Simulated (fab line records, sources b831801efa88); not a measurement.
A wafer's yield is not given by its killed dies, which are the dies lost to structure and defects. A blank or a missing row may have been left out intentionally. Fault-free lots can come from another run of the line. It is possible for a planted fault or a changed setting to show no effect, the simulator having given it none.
Comparing a struck lot with a sound one :: flow gf180mcu :: 15 steps out of a route of 602
Sound: wafers L574.3, L574.4, L574.5. Struck: wafers L582.3, L582.4, L582.6. The cause comes at the end.
Order at every step that has rows: each side's tool, ch and its chambers, its first start. Under that, the readings that differ: sound wafers :: struck wafers :: difference of the means :: sigmas: that difference in standard deviations of wafers without a fault.
alike: same words and numbers on both sides, and readings whose means sit less than 2 such deviations apart. not compared: any withheld reading, any reading some wafer has no value for, any bound like >300 that may hide the same value, and any number with overlapping values for which the record gives no deviation.
Wherever a step has rows on one side only, a row that says differs or no value, or a row with sigmas, the two part there. Numbers that don't overlap but have no deviation are shown without sigmas and don't part them. A reading missing from all wafers of one side parts the sides only when that side holds two or more wafers.

first, 5 steps without rows for these wafers: GF_V1_COAT_09 (resist thk 1000 nm); GF_V1_SOFTBAKE_10 (time 60 s); GF_V1_EXPOSE_11 (exposes mask Via1, target cd 260 nm); GF_V1_PEB_12 (peb time 90 s); GF_V1_DEVELOP_13 (develop time 60 s).
GF_V1_CD_MEAS_14: the cd target is 260 nm.
  struck on cd sem-01, day 24 17:23; sound on cd sem-02, day 22 04:50
  alike: cd nm
GF_V1_OVL_MEAS_15:
  struck on overlay-02, day 24 17:28; sound on overlay-01, day 22 04:56
  alike: V1_OVL
GF_V1_ETCH_16: etches BARC in N2/H2.
  sound on rie diel-01 ch 1,3, day 22 04:57; struck on rie diel-02 ch 0,2,3, day 24 17:30
  alike: drypump motor current A, oes product au, throttle valve pct
GF_V1_ETCH_17: etches SiO2 in C4F8/O2/Ar, stops on TiN, target depth 630 nm.
  sound on rie diel-01 ch 1,3; struck on rie diel-02 ch 0,2,3
  alike: oes product au
GF_V1_STRIP_18: strips in O2/N2.
  sound on plasma asher-01 ch 0,1, day 22 05:07; struck on plasma asher-02 ch 0,1, day 24 17:40
reading: drypump motor current A (A)
sound: 5.4 5.0 5.0
struck: 6.4 6.3 6.3
difference: +1.2
sigmas: +2
  alike: heater power w, oes product au
  not compared: rf hours counter h
then, 2 steps without rows for these wafers: GF_V1_STRIP_19 (strips in post etch residue remover, time 1200 s); GF_V1_CLEAN_20 (cleans in DIW).
GF_V1_SPUTTER_21: material Ti, target thk 15 nm, time 80.02 s.
  struck on pvd sputter-03, day 24 18:10; sound on pvd sputter-03, day 22 05:37
reading: model.Ti_of_V1_SPUTTER_21.thk nm (nm)
sound: 15.11 15.14 15.15
struck: 6.68 6.487 6.477
difference: -8.59
sigmas: 
  alike: throttle valve pct
GF_V1_SPUTTER_22: material TiN, target thk 10 nm, time 40 s.
  struck on pvd sputter-03, day 24 18:13; sound on pvd sputter-03, day 22 05:41
  alike: throttle valve pct
GF_PASSIVATION_PROBE_99:
  the record has rows for the sound wafers here (prober-01, day 32 08:59) and none for the struck ones

## WHERE THEY PART
Earliest at GF_V1_STRIP_18; latest, in this record, at GF_PASSIVATION_PROBE_99.

WHY: the cause the simulator had injected
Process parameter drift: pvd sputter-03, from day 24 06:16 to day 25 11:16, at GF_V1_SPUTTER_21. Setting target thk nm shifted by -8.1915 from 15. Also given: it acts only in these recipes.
